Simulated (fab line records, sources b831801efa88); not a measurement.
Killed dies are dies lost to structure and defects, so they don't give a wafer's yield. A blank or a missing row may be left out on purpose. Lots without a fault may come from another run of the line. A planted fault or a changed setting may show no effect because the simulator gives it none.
A struck lot beside a sound one | flow sky130 | 31 steps out of a route of 708
Sound: wafers L558.2, L558.3, L558.4. Struck: wafer L563.4. (L563.1, L563.3 of the same lot were not struck and are left out.) The cause comes at the end.
At each step with rows: each side's tool, then ch and its chambers, then its first start. Under that, the readings that differ: sound wafers | struck wafers | difference of the means | sigmas: that difference in standard deviations of wafers without a fault.
alike: readings whose means differ by less than 2 such deviations, and words and numbers that are the same on both sides. not compared: withheld readings, readings that some wafer has no value for, bounds like >300 that may hide the same value, and numbers for which the record gives no deviation and whose values overlap.
The two part at a step that has a row with sigmas, a row that says differs or no value, or rows on one side only. Numbers that don't overlap but have no deviation are shown without sigmas and don't part them. A reading that every wafer of one side lacks parts them only if that side has two wafers or more.

first, 1 step without rows for these wafers: SKY_CONTACT_ETCH_18 (etches Si3N4 in CHF3/O2, stops on TiN, time 39 s, target depth 75 nm).
SKY_CONTACT_STRIP_19: strips in O2/N2.
  sound on plasma_asher-03 ch 0,1, day 32 00:03; struck on plasma_asher-03 ch 0, day 34 05:41
  alike: drypump_motor_current_A, oes_product_au, strip_time_to_endpoint_s
  not compared: rf_hours_counter_h
then, 3 steps without rows for these wafers: SKY_CONTACT_STRIP_20 (strips in post etch residue remover, time 1200 s); SKY_CONTACT_CLEAN_21 (cleans in IPA, time 180 s); SKY_CONTACT_CLEAN_22 (cleans in O3/DIW).
SKY_CONTACT_SPUTTER_23: material TiN, target thk 20 nm, time 80 s.
  sound on pvd_sputter-03, day 32 00:38; struck on pvd_sputter-04, day 34 06:17
  alike: throttle_valve_pct
then, 1 step without rows for these wafers: SKY_CONTACT_CVD_24 (deposits W, target thk 340 nm, time 102.12 s).
SKY_CONTACT_RS_MEAS_25: measures by four-point-probe.
  sound on film_metro-02, day 32 00:50; struck on film_metro-04, day 34 06:27
  alike: CONTACT_W_RS
SKY_CONTACT_THK_MEAS_26: measures by xrf.
  sound on film_metro-02, day 32 00:56; struck on film_metro-04, day 34 06:34
  reading            | sound       | struck | difference | sigmas
  CONTACT_W_THK (nm) | 338 349 340 | 360    | +18        | +3
SKY_CONTACT_CMP_27: polishes, stops on SiO2, t overpolish 15 s, target thk 0 nm.
  sound on cmp-01 ch 0,1,2, day 32 01:02; struck on cmp-01 ch 0, day 34 06:38
  alike: motor_current_A, overpolish_run_s, time_to_endpoint_s
then, 1 step without rows for these wafers: SKY_METAL1_SPUTTER_00 (material Ti, target thk 15 nm, time 10 s).
SKY_METAL1_SPUTTER_01: material TiN, target thk 20 nm, time 16.7 s.
  sound on pvd_sputter-01, day 32 01:19; struck on pvd_sputter-03, day 34 06:57
  reading                | sound          | struck | difference | sigmas
  throttle_valve_pct (%) | 30.6 28.9 29.0 | 31.8   | +2.3       | +2
SKY_METAL1_SPUTTER_02: material AlCu, target thk 250 nm, time 13.3 s.
  sound on pvd_sputter-01, day 32 01:20; struck on pvd_sputter-03, day 34 06:59
  reading                                     | sound           | struck | difference | sigmas
  model.AlCu_of_METAL1_SPUTTER_02.thk_nm (nm) | 247.3 246 245.6 | 347.8  | +101.5     |
  alike: throttle_valve_pct
then, 1 step without rows for these wafers: SKY_METAL1_SPUTTER_03 (material Ti, target thk 5 nm, time 3.3 s).
SKY_METAL1_SPUTTER_04: material TiN, target thk 70 nm, time 58.3 s.
  sound on pvd_sputter-01, day 32 01:23; struck on pvd_sputter-03, day 34 07:01
  reading                | sound          | struck | difference | sigmas
  throttle_valve_pct (%) | 31.0 28.9 29.2 | 32.0   | +2.3       | +2
SKY_METAL1_RS_MEAS_05: measures by four-point-probe.
  sound on film_metro-03, day 32 01:27; struck on film_metro-03, day 34 07:21
  reading                 | sound                | struck | difference | sigmas
  METAL1_ALCU_RS (ohm/sq) | 0.1282 0.1288 0.1292 | 0.0905 | -0.0382    | -25
  not compared: hold
SKY_METAL1_THK_MEAS_06: measures by xrf.
  sound on film_metro-03, day 32 01:34; struck on film_metro-03, day 34 08:50
  reading              | sound       | struck | difference | sigmas
  METAL1_ALCU_THK (nm) | 245 244 245 | 344    | +99        | +31
  not compared: hold
then, 7 steps without rows for these wafers: SKY_METAL1_HMDS_08 (prime time 60 s); SKY_METAL1_COAT_09 (resist thk 60 nm); SKY_METAL1_COAT_10 (resist thk 450 nm); SKY_METAL1_SOFTBAKE_11 (time 90 s); SKY_METAL1_EXPOSE_12 (exposes mask MM1, target cd 140 nm); SKY_METAL1_PEB_13; SKY_METAL1_DEVELOP_14 (develop time 60 s).
SKY_METAL1_CD_MEAS_15: target cd 140 nm.
  sound on cd_sem-01, day 33 04:31; struck on cd_sem-02, day 35 10:23
  alike: cd_nm
SKY_METAL1_OVL_MEAS_16:
  sound on overlay-02, day 33 04:37; struck on overlay-01, day 35 10:31
  alike: METAL1_OVL
then, 2 steps without rows for these wafers: SKY_METAL1_DESCUM_17 (chemistry O2, time 8 s); SKY_METAL1_ETCH_18 (etches BARC in N2/H2, stops on SiO2, time 45.9 s, target depth 60 nm).
SKY_METAL1_METAL_ETCH_19: etches the open film in Cl2/BCl3, stops on SiO2, target depth 360 nm, time 78 s.
  sound on rie_metal-02 ch 0,1, day 33 04:44; struck on rie_metal-04 ch 0, day 35 10:38
  reading                | sound                | struck | difference | sigmas
  oes_product_au (a.u.)  | 0.848 0.851 0.858    | 0.938  | +0.086     | +15
  throttle_valve_pct (%) | 22.260 22.250 22.261 | 22.285 | +0.028     | +3
  alike: drypump_motor_current_A
  not compared: rf_hours_counter_h
then, 1 step without rows for these wafers: SKY_METAL1_STRIP_20 (strips in O2/N2).
-- the record jumps here: 12 days lie between the struck wafers' starts before and after (it left off in module METAL1 and takes up again in module PAD_OPEN, whose first step shown is number 708 of the route) --
SKY_PAD_OPEN_PROBE_99:
  sound on prober-01, day 46 03:52; struck on prober-01, day 47 18:18
  reading                      | sound                | struck  | difference | sigmas
  killed_at_M0_to_M3           | 54 46 45             | 35      | -13        | -2
  model.etest.met1.line_ohm_um | 0.9467 0.9344 0.9424 | 0.6448  | -0.2964    |
  model.etest.met1.rs_ohm_sq   | 0.1301 0.13 0.1318   | 0.09158 | -0.03905   |
  alike: defect_limited_yield, killed_at_M4_up, killed_at_contacts, killed_at_front_end, killed_at_other, killed_dies, killed_open, killed_short, sort_bin_3_pad_short, sort_bin_5_function, sort_bin_6_memory, sort_n_pass, sort_yield_pct

WHERE THEY PART
First at SKY_CONTACT_THK_MEAS_26; last, within this record, at SKY_PAD_OPEN_PROBE_99.

WHY: what the simulator had put in
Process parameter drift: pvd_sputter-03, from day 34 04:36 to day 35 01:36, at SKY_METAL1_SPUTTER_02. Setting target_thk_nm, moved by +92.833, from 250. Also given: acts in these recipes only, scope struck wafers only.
